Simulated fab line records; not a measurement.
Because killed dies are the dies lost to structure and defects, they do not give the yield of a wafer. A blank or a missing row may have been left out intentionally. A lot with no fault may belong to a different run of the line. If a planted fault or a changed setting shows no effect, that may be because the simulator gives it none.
Chamber matching    flow gf180mcu    GF_V4_CVD_00 on hdpcvd-01 has 3 sister chambers
The step deposits SiO2, target thk 600 nm, time 100 s. 6 wafers are shown with their chamber, then 8 later ones without.

## WAFERS, EACH WITH ITS CHAMBER
wafer   chamber  run length s (s)  pressure mtorr (mTorr)
L438.6  1        128.6             5.988
L442.2  2        128.1             5.996
L442.4  2        127.9             6.001
L443.4  1        128.9             6.017
L443.6  0        128.8             6.003
L446.1  0        128.6             5.990

## WAFERS WITHOUT THEIR CHAMBER
wafer   run length s (s)  pressure mtorr (mTorr)
L446.2  128.5             6.010
L446.6  128.8             5.996
L450.1  128.9             6.012
L450.4  129.4             5.991
L450.5  128.9             6.000
L451.2  128.6             5.990
L451.4  128.9             6.004
L451.6  128.0             6.018

## CHAMBER TAKEN BY EACH
wafer   from the rows above           in truth
L446.2  can't be placed: 0 or 1 or 2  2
L446.6  can't be placed: 1 or 0       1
L450.1  can't be placed: 1 or 0       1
L450.4  can't be placed: 1 or 0       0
L450.5  can't be placed: 1 or 0       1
L451.2  can't be placed: 0 or 1       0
L451.4  can't be placed: 1 or 0       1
L451.6  2                             2
Placed correctly: 1 of 8. From these rows, 7 cannot be placed; in 7 the true chamber is one of the candidates. Number placed wrongly: 0.
How it was worked out, from the rows above alone: a wafer's distance from a chamber is the root of the sum, over the readings, of the square of ((its reading less the chamber's mean) divided by the reading's scatter). The wafer belongs to the nearest chamber; if the next one is less than 2 further off, it can't be placed. A chamber's mean is the mean of its shown wafers. The scatter: take each reading less its chamber's mean, square it, sum over the shown wafers, divide by the number of wafers less the number of chambers, and take the root.
